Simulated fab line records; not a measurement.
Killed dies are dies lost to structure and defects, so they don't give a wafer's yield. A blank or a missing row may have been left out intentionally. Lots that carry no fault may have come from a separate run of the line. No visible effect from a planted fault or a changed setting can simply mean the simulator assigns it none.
Matching of chambers -- flow gf180mcu -- cmp-02 running GF_V3_CMP_04: 4 sister chambers
The step polishes SiO2. 8 wafers are shown with their chamber, then 9 later ones without.

## EACH WAFER AND ITS CHAMBER
wafer,chamber,motor current A (A),time to endpoint s (s)
L641.4,2,14.2,85
L643.1,1,15.5,72
L643.5,0,13.3,82
L653.2,0,12.3,69
L653.6,3,10.4,89
L656.2,3,10.2,77
L656.3,1,16.3,74
L656.6,2,12.7,82

## WAFERS MISSING THEIR CHAMBER
wafer,motor current A (A),time to endpoint s (s)
L658.1,10.5,81
L658.3,16.4,70
L658.6,16.0,78
L659.1,12.8,68
L659.2,12.9,79
L659.4,10.6,73
L660.1,10.0,74
L660.2,16.4,82
L660.6,12.5,83

## EACH ONE'S CHAMBER
wafer,from the rows above,in truth
L658.1,3,3
L658.3,1,1
L658.6,1,1
L659.1,can't be placed: 0 or 2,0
L659.2,can't be placed: 0 or 2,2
L659.4,can't be placed: 3 or 0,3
L660.1,3,3
L660.2,1,1
L660.6,can't be placed: 0 or 2 or 3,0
Placed correctly: 5 of 9. Can't be placed from these rows: 4 (the true chamber is among the candidates in 4). 0 placed wrongly.
How it was worked out, from the rows above alone: a wafer's distance from a chamber is the root of the sum, over the readings, of the square of ((its reading less the chamber's mean) divided by the reading's scatter). If the next closest chamber is less than 2 further off than the closest, the wafer can't be placed; otherwise it belongs to the closest. A chamber's mean is the mean of its shown wafers. How the scatter is found: for the shown wafers, subtract from each reading the mean of its chamber, square and add these, divide the total by (wafers less chambers), then take the root.
